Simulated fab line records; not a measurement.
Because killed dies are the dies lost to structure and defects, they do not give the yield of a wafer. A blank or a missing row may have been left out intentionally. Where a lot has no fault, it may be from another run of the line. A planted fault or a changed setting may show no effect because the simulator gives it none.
Chamber matching / flow gf180mcu / rieDiel-01 running GF_V3_ETCH_16: 4 sister chambers
The step etches BARC in N2/H2. 7 wafers are shown with their chamber, then 7 later ones without.

== EACH WAFER AND ITS CHAMBER ==
wafer=L074.6; chamber=2; drypumpMotorCurrentA (A)=5.3; rfFwdPowerW (W)=494.5
wafer=L079.3; chamber=1; drypumpMotorCurrentA (A)=5.7; rfFwdPowerW (W)=491.1
wafer=L079.4; chamber=3; drypumpMotorCurrentA (A)=5.8; rfFwdPowerW (W)=495.7
wafer=L084.4; chamber=3; drypumpMotorCurrentA (A)=5.8; rfFwdPowerW (W)=495.1
wafer=L084.6; chamber=0; drypumpMotorCurrentA (A)=6.3; rfFwdPowerW (W)=494.5
wafer=L086.2; chamber=0; drypumpMotorCurrentA (A)=6.2; rfFwdPowerW (W)=493.4
wafer=L086.5; chamber=1; drypumpMotorCurrentA (A)=5.7; rfFwdPowerW (W)=489.7

== WAFERS WITHOUT THEIR CHAMBER ==
wafer=L086.6; drypumpMotorCurrentA (A)=5.3; rfFwdPowerW (W)=496.3
wafer=L095.4; drypumpMotorCurrentA (A)=5.3; rfFwdPowerW (W)=493.4
wafer=L095.5; drypumpMotorCurrentA (A)=6.2; rfFwdPowerW (W)=493.4
wafer=L095.6; drypumpMotorCurrentA (A)=5.7; rfFwdPowerW (W)=493.1
wafer=L097.1; drypumpMotorCurrentA (A)=6.3; rfFwdPowerW (W)=493.8
wafer=L097.2; drypumpMotorCurrentA (A)=5.8; rfFwdPowerW (W)=496.0
wafer=L097.3; drypumpMotorCurrentA (A)=5.7; rfFwdPowerW (W)=490.3

== WHICH CHAMBER EACH ONE RAN IN ==
wafer=L086.6; from the rows above=2; in truth=2
wafer=L095.4; from the rows above=2; in truth=2
wafer=L095.5; from the rows above=0; in truth=0
wafer=L095.6; from the rows above=can't be placed: 1 or 3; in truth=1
wafer=L097.1; from the rows above=0; in truth=0
wafer=L097.2; from the rows above=3; in truth=3
wafer=L097.3; from the rows above=1; in truth=1
Correct placement for 6 of the 7. Unplaceable from these rows: 1, with the true chamber sitting among the candidates in 1. Number placed wrongly: 0.
How it was worked out, from the rows above alone: a wafer's distance from a chamber is the root of the sum, over the readings, of the square of ((its reading less the chamber's mean) divided by the reading's scatter). If the next closest chamber is less than 2 further off than the closest, the wafer can't be placed; otherwise it belongs to the closest. A chamber's mean is the mean of its shown wafers. The scatter: the root of (the sum of the squares of (reading less its chamber's mean) over the shown wafers, divided by (wafers less chambers)).
